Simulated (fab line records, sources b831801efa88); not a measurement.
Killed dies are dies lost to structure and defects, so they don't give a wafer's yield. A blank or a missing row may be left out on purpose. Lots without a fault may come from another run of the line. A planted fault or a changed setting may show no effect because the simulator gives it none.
One fault seen from 2 desks | flow gf180mcu | each desk has only its own numbers; what lay behind them comes last

THE METROLOGY DESK
What the gauges read, lot by lot, whatever tool the lot ran on: means of the sampled wafers that have a number. A lot is out of limits, marked OUT, if its mean lies more than 4 standard deviations from the usual mean; the brackets give that distance.
Columns: A = cd_nm at GF_V2_CD_MEAS_14, usual 260.1 nm; B = V2_W_RS at GF_V2_RS_MEAS_24, usual 0.328 ohm/sq; C = V2_W_THK at GF_V2_THK_MEAS_25, usual 343 nm
lot  | first seen here | A     | B     | C
L753 | day 20 05:05    | 261.3 | 0.328 | 341
L755 | day 20 23:23    | 260.9 | 0.326 | 352
L756 | day 21 05:43    | 260.3 | 0.326 | 347
L757 | day 21 19:02    | 259.9 | 0.329 | 338
L759 | day 22 13:29    | 257.4 | 0.328 | 347
L761 | day 23 10:28    | 260.9 | 0.315 | 352
L762 | day 23 16:50    | 258.8 | 0.319 | 347
L763 | day 24 04:05    | 258.8 | 0.318 | 355
L770 | day 26 07:23    | 260.5 | 0.327 | 347
L772 | day 26 21:30    | 260.1 | 0.329 | 343
L774 | day 27 07:01    | 260.3 | 0.329 | 344
L776 | day 27 23:22    | 261.2 | 0.326 | 347
This desk's finding: nothing out of limits on any of the 12 lots.

THE TOOL OWNER'S DESK: cvd_w-01
The tool's own readings at GF_V2_CVD_23 (deposits W, target thk 350 nm, time 104.94 s): means of the sampled wafers that have a number, for each lot that ran on this tool. A lot is out of limits, marked OUT, if its mean lies more than 4 standard deviations from the usual mean; the brackets give that distance.
Columns: A = heater_power_w at GF_V2_CVD_23, usual 861 W
lot  | first seen here | A
L755 | day 21 00:18    | 824
L757 | day 21 19:56    | 831
L759 | day 22 14:43    | 817
L761 | day 23 11:25    | 846
L762 | day 23 17:46    | 835
L763 | day 24 05:01    | 807
L770 | day 26 08:19    | 854
L774 | day 27 07:55    | 828
This desk's finding: nothing out of limits on any of the 8 lots.

PUT TOGETHER
The metrology desk saw nothing out of limits.
The tool owner's desk saw nothing out of limits.

WHAT THE SIMULATOR HAD PUT IN
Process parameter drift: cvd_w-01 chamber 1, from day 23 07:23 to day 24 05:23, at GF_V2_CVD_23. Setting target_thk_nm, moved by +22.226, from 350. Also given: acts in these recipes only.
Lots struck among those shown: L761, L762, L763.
